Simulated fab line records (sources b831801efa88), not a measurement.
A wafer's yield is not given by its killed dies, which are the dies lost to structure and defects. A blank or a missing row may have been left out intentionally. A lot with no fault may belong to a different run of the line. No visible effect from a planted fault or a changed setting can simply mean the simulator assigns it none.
Check for tools in common ; flow sky130 ; 36 wafers sampled across 10 lots

== WHY IT WAS OPENED ==
Of 10 lots, 2 have the reading SD_N_TW flagged at SKY_SD_N_TW_MEAS_12. No-fault wafers: 3995, standard deviation 29.
Rule: flag the lot when none of its wafers has a number, or when each of its wafers that has one lies beyond 4 standard deviations from that mean. The other lots count as sound.

lot;measured;on;SD_N_TW, wafer by wafer;flag
L826;day 28 18:49;film_metro-03;3972 3982 3973;
L828;day 30 05:41;film_metro-04;4032 4029 4050;
L833;day 31 05:16;film_metro-03;3958 3986 3977;
L834;day 31 16:29;film_metro-04;4026 4036 4029;
L837;day 32 05:40;film_metro-04;4024 4031 4017;
L838;day 32 17:13;film_metro-04;4016 3993 4006;
L839;day 32 20:32;film_metro-03;3970 3977 3981;
L840;day 33 10:04;film_metro-03;3949 3965 3948;
L841;day 33 18:16;film_metro-02;4387 4368 4377 4357 4378 4394;FLAGGED
L843;day 34 06:25;film_metro-04;4347 4332 4346 4346 4327 4322;FLAGGED
The mean of the flagged lots' numbers is 4357, +362 from the usual (+12 standard deviations).

== EACH LOT AND THE TOOL IT RAN ON ==
3 process steps preceding the reading are held in the record, out of 708 steps in the route. Every cell lists first the tool, next ch and the chambers used by the sampled wafers, and last the start.
lot;flag;SKY_POLY_CUT_ETCH_10;SKY_SD_N_IMPLANT_09;SKY_SD_N_STRIP_11
L826;;rie_diel-02 ch 0,3, day 25 03:14;implanter-02 ch 0, day 28 18:26;plasma_asher-02 ch 1, day 28 18:43
L828;;rie_diel-01 ch 0,2,3, day 26 14:31;implanter-02 ch 0, day 30 05:19;plasma_asher-02 ch 0,1, day 30 05:35
L833;;rie_diel-03 ch 0,1,2, day 27 16:53;implanter-02 ch 0, day 31 04:52;plasma_asher-01 ch 0,1, day 31 05:10
L834;;rie_diel-03 ch 1,2,3, day 28 03:52;implanter-02 ch 0, day 31 16:08;plasma_asher-03 ch 0,1, day 31 16:23
L837;;rie_diel-01 ch 1,3, day 28 17:56;implanter-04 ch 0, day 32 05:17;plasma_asher-03 ch 0, day 32 05:34
L838;;rie_diel-01 ch 0,1,3, day 29 06:33;implanter-01 ch 0, day 32 16:49;plasma_asher-02 ch 0,1, day 32 17:07
L839;;rie_diel-03 ch 1,2, day 29 10:26;implanter-01 ch 0, day 32 20:08;plasma_asher-03 ch 0,1, day 32 20:26
L840;;rie_diel-01 ch 0,1,3, day 30 00:10;implanter-01 ch 0, day 33 09:40;plasma_asher-02 ch 0,1, day 33 09:58
L841;FLAGGED;rie_diel-03 ch 0,2,3, day 30 07:38;implanter-01 ch 0, day 33 17:54;plasma_asher-01 ch 0,1, day 33 18:11
L843;FLAGGED;rie_diel-02 ch 1,2, day 30 21:31;implanter-01 ch 0, day 34 06:01;plasma_asher-02 ch 0,1, day 34 06:19
These steps, and what they do:
- SKY_POLY_CUT_ETCH_10: etches BARC in N2/H2, stops on SiO2, time 45.9 s, target depth 60 nm.
- SKY_SD_N_IMPLANT_09
- SKY_SD_N_STRIP_11: strips in O2/N2.
- SKY_SD_N_TW_MEAS_12

== FLAGGED OVER TOTAL, TOOL BY TOOL (the gauges that took the reading come last) ==
step;tool;lots run;flagged;share of the flagged lots;sound lots run after its first flagged lot
SKY_POLY_CUT_ETCH_10;rie_diel-01;4;0;none;-
SKY_POLY_CUT_ETCH_10;rie_diel-02;2;1;some;0
SKY_POLY_CUT_ETCH_10;rie_diel-03;4;1;some;0
SKY_SD_N_IMPLANT_09;implanter-01;5;2;all;0
SKY_SD_N_IMPLANT_09;implanter-02;4;0;none;-
SKY_SD_N_IMPLANT_09;implanter-04;1;0;none;-
SKY_SD_N_STRIP_11;plasma_asher-01;2;1;some;0
SKY_SD_N_STRIP_11;plasma_asher-02;5;1;some;0
SKY_SD_N_STRIP_11;plasma_asher-03;3;0;none;-
SKY_SD_N_TW_MEAS_12;film_metro-02;1;1;some;0
SKY_SD_N_TW_MEAS_12;film_metro-03;4;0;none;-
SKY_SD_N_TW_MEAS_12;film_metro-04;5;1;some;0

== WHAT THE TABLE PERMITS ==
All flagged lots share 1 row of the table, namely implanter-01 at SKY_SD_N_IMPLANT_09.
- implanter-01 at SKY_SD_N_IMPLANT_09 ran 5 lots, 2 of them flagged. It ran its last sound lot, L840, at day 33 09:40 and its first flagged lot, L841, at day 33 17:54: a fault with its onset between the two fits. Its own readings (beam_energy_keV) fall more than 4 standard deviations out on all wafers of the flagged lots.
One tool is left: implanter-01 at SKY_SD_N_IMPLANT_09.

== WHAT WAS PUT IN BY THE SIMULATOR ==
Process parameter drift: implanter-01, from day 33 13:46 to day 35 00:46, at SKY_SD_N_IMPLANT_09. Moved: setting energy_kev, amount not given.
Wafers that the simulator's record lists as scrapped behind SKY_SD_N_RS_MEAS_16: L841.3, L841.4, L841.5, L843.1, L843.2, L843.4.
Struck lots among those shown: L841, L843. This agrees with what the rule above found.
